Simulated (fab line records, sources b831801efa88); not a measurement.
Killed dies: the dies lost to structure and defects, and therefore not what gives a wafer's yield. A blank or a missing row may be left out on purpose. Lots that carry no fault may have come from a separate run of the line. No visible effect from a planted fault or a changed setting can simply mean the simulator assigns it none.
Which tool did it?	flow gf180mcu	Sampling: 15 lots, 45 wafers, 4 of 602 route steps

## WHAT THE GAUGES SHOWED, per wafer
GF_V1_THK_MEAS_01. Usual: V1_CVD_00_THK 602 nm, standard deviation 5.8.
lot	measured	on	V1_CVD_00_THK (nm)	flag
L574	day 17 09:51	filmMetro-01	598 605 601	
L576	day 18 07:45	filmMetro-01	602 597 607	
L579	day 19 14:11	filmMetro-03	594 602 599	
L580	day 19 17:53	filmMetro-01	608 617 615	
L581	day 20 07:17	filmMetro-03	599 592 601	
L582	day 20 10:33	filmMetro-02	607 601 610	
L583	day 20 23:28	filmMetro-02	603 605 597	
L584	day 21 03:26	filmMetro-03	605 600 600	
L585	day 22 01:20	filmMetro-03	605 601 601	
L586	day 22 02:25	filmMetro-01	592 602 600	
L587	day 22 08:46	filmMetro-02	602 602 597	
L588	day 23 00:53	filmMetro-01	607 610 597	
L589	day 23 02:43	filmMetro-02	596 603 608	
L590	day 23 10:01	filmMetro-02	606 604 609	
L592	day 24 08:26	filmMetro-02	601 609 603	

GF_V3_RS_MEAS_24: measurement is done with a four-point probe. Usual: V3_W_RS 0.327 ohm/sq, standard deviation 0.0053.
lot	measured	on	V3_W_RS (ohm/sq)	flag
L574	day 22 16:40	filmMetro-03	0.327 0.315 0.323	
L576	day 23 16:08	filmMetro-01	0.330 0.328 0.329	
L579	day 24 16:53	filmMetro-01	0.331 0.327 0.332	
L580	day 24 20:56	filmMetro-01	0.325 0.318 0.315	
L581	day 25 09:39	filmMetro-03	0.331 0.334 0.332	
L582	day 25 10:54	filmMetro-01	0.331 0.327 0.327	
L583	day 26 00:14	filmMetro-03	0.321 0.329 0.315	
L584	day 26 02:36	filmMetro-03	0.340 0.333 0.331	
L585	day 26 21:49	filmMetro-02	0.325 0.326 0.332	
L586	day 26 23:24	filmMetro-01	0.316 0.321 0.328	
L587	day 27 04:10	filmMetro-03	0.327 0.325 0.330	
L588	day 27 18:20	filmMetro-01	0.319 0.320 0.319	
L589	day 27 20:58	filmMetro-01	0.327 0.323 0.328	
L590	day 28 03:28	filmMetro-03	0.328 0.328 0.323	
L592	day 28 22:27	filmMetro-01	0.329 0.334 0.334	

## EACH LOT AND THE TOOL THAT RAN IT (in order: tool; ch and the chambers of the sampled wafers; start)
lot	GF_MVSD_DEVELOP_06	GF_M3_STRIP_17
L574	lithoTrack-02 ch 0, day 4 17:00	plasmaAsher-04 ch 0,1, day 21 15:54
L576	lithoTrack-01 ch 0, day 5 03:00	plasmaAsher-04 ch 0,1, day 22 14:20
L579	lithoTrack-03 ch 0, day 5 23:00	plasmaAsher-03 ch 1, day 23 16:26
L580	lithoTrack-03 ch 0, day 6 03:00	plasmaAsher-04 ch 0,1, day 23 21:11
L581	lithoTrack-03 ch 0, day 6 10:00	plasmaAsher-03 ch 1, day 24 09:03
L582	lithoTrack-03 ch 0, day 6 16:00	plasmaAsher-03 ch 0,1, day 24 11:43
L583	lithoTrack-02 ch 0, day 6 21:00	plasmaAsher-03 ch 0,1, day 25 01:11
L584	lithoTrack-03 ch 0, day 7 01:00	plasmaAsher-04 ch 0,1, day 25 03:10
L585	lithoTrack-02 ch 0, day 7 12:00	plasmaAsher-01 ch 0,1, day 25 23:36
L586	lithoTrack-03 ch 0, day 7 13:00	plasmaAsher-03 ch 0,1, day 26 00:52
L587	lithoTrack-02, day 7 19:00	plasmaAsher-01 ch 0,1, day 26 05:39
L588	lithoTrack-02, day 8 03:00	plasmaAsher-04 ch 0,1, day 26 20:38
L589	lithoTrack-01, day 8 05:00	plasmaAsher-04 ch 1, day 26 22:20
L590	lithoTrack-01 ch 0, day 8 12:00	plasmaAsher-03 ch 0,1, day 27 05:17
L592	lithoTrack-03 ch 0, day 9 00:00	plasmaAsher-04 ch 0,1, day 28 01:46
- GF_MVSD_DEVELOP_06: develop time 60 s.
- GF_M3_STRIP_17: strips in O2/N2.

## AS READ BY THE TOOLS THEMSELVES (means over the sampled wafers that have a number; for cases with no such wafer, the mark the record gives instead)
GF_MVSD_DEVELOP_06. Usual: chillPlateTempC 23.02 C, standard deviation 0.1.
lot	tool	chillPlateTempC (C)	flag
L574	lithoTrack-02	23.00	
L576	lithoTrack-01	23.17	
L579	lithoTrack-03	22.95	
L580	lithoTrack-03	23.12	
L581	lithoTrack-03	23.03	
L582	lithoTrack-03	23.05	
L583	lithoTrack-02	23.21	
L584	lithoTrack-03	23.06	
L585	lithoTrack-02	23.06	
L586	lithoTrack-03	22.96	
L587	lithoTrack-02	-	OFF
L588	lithoTrack-02	-	OFF
L589	lithoTrack-01	-	OFF
L590	lithoTrack-01	22.82	
L592	lithoTrack-03	22.96	

GF_M3_STRIP_17. Usual: drypumpMotorCurrentA 5.6 A, standard deviation 0.5; heaterPowerW 319 W, standard deviation 25; n2FlowSccm 300.1 sccm, standard deviation 0.94; oesProductAu 0.539 a.u., standard deviation 0.0049; stripTimeToEndpointS 7.40 s, standard deviation 0.047.
lot	tool	drypumpMotorCurrentA (A)	heaterPowerW (W)	n2FlowSccm (sccm)	oesProductAu (a.u.)	stripTimeToEndpointS (s)	flag
L574	plasmaAsher-04	5.3	303	300.7	0.546	7.40	
L576	plasmaAsher-04	5.3	298	300.0	0.534	7.34	
L579	plasmaAsher-03	6.7	363	299.7	0.538	7.36	
L580	plasmaAsher-04	5.3	302	299.8	0.539	7.40	
L581	plasmaAsher-03	6.7	363	299.8	0.538	7.40	
L582	plasmaAsher-03	5.8	327	300.3	0.534	7.36	
L583	plasmaAsher-03	5.9	326	298.6	0.540	7.37	
L584	plasmaAsher-04	5.2	293	299.8	0.542	7.39	
L585	plasmaAsher-01	5.6	322	299.4	0.537	7.40	
L586	plasmaAsher-03	6.3	347	300.6	0.544	7.40	
L587	plasmaAsher-01	5.6	331	300.4	0.542	7.45	
L588	plasmaAsher-04	5.3	297	299.4	0.536	7.42	
L589	plasmaAsher-04	5.1	287	300.8	0.537	7.42	
L590	plasmaAsher-03	5.9	324	300.7	0.536	7.37	
L592	plasmaAsher-04	5.3	299	299.4	0.537	7.36	

## THE ANSWER, worked out from the rows above alone
Rule: take the mean of a lot's wafers that have a number; if it is more than 3 standard deviations from the usual mean, the lot is off. Also off: a lot with no number at a reading for which 4 or more lots have one. The other lots that the step has rows for count as sound. First the gauges in route order, then the tools' own readings, where a lot's mean is used as printed above. The first step at which some lot is off is used, and at that step the reading that is off furthest; a lot without a number counts as furthest.
Off: L587, L588, L589 (GF_MVSD_DEVELOP_06, chillPlateTempC). Without a number there: L587, L588, L589.
If a tool, at that step or one of the process steps before it, ran each lot that is off and ran no sound lot following the first of them, it fits. No candidate that was tried fits.

## WHAT THE SIMULATOR HAD PUT IN
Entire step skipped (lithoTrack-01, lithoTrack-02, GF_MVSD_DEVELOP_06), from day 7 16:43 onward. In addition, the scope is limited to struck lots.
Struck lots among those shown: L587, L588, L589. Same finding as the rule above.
